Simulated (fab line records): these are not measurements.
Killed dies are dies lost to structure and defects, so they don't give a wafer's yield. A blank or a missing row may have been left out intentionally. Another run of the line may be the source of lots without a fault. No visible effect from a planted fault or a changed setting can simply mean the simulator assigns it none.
Which tool was responsible? + flow gf180mcu + 7 lots, 21 wafers sampled, at 2 steps of a route of 602

WHAT THE GAUGES READ, wafer by wafer
GF_V3_THK_MEAS_01.
| lot  | measured     | on            | V3_CVD_00_THK (nm) |
|------|--------------|---------------|--------------------|
| L930 | day 21 18:29 | film-metro-01 | 608 609 614        |
| L933 | day 22 21:49 | film-metro-01 | 596 598 599        |
| L935 | day 23 09:22 | film-metro-03 | 606 604 594        |
| L940 | day 25 05:55 | film-metro-03 | 605 608 615        |
| L942 | day 25 19:10 | film-metro-03 | 602 601 604        |
| L944 | day 26 10:03 | film-metro-01 | 601 610 609        |
| L949 | day 28 06:56 | film-metro-01 | 502 512 510        |

EACH LOT AND THE TOOL THAT RAN IT (in order: tool; ch and the chambers of the sampled wafers; start)
| lot  | GF_V3_CVD_00                   |
|------|--------------------------------|
| L930 | hdpcvd-01 ch 1,2, day 21 18:23 |
| L933 | hdpcvd-02 ch 0,1, day 22 21:44 |
| L935 | hdpcvd-02 ch 0,1, day 23 09:16 |
| L940 | hdpcvd-01 ch 0,1, day 25 05:50 |
| L942 | hdpcvd-02 ch 0,1, day 25 19:05 |
| L944 | hdpcvd-02 ch 0,1, day 26 09:58 |
| L949 | hdpcvd-01 ch 1,2, day 28 06:50 |
- GF_V3_CVD_00: deposits SiO2, target thk 600 nm, time 100 s.

THE ANSWER, worked out from the rows above alone
Rule: usual is defined by the lots themselves. Put in order of their means at a reading, lots are off if they are a third of the lots or fewer, leave a main group of 4 or more, and stand apart from it by a gap of 3 or more times the standard deviation of the main group's means; of several such gaps the widest counts. The tables above print the reading to a certain number of digits; a main group whose means all agree to those digits is not used. A lot without any number at a reading at which 4 lots or more have one is off too. Where the step has rows for the other lots, those lots are counted as sound.
Off: at GF_V3_THK_MEAS_01 (V3_CVD_00_THK), L949. Mean 605 nm and standard deviation 4.5 in the main group.
If a tool, at a process step before that reading, ran all the lots that are off and no sound lot after the first of them, it fits. Those tools and the gauges at GF_V3_THK_MEAS_01 are tried in the same way. Can't be told from this: 2 tools fit, hdpcvd-01 at GF_V3_CVD_00, film-metro-01 at GF_V3_THK_MEAS_01.

WHAT THE SIMULATOR HAD PUT IN
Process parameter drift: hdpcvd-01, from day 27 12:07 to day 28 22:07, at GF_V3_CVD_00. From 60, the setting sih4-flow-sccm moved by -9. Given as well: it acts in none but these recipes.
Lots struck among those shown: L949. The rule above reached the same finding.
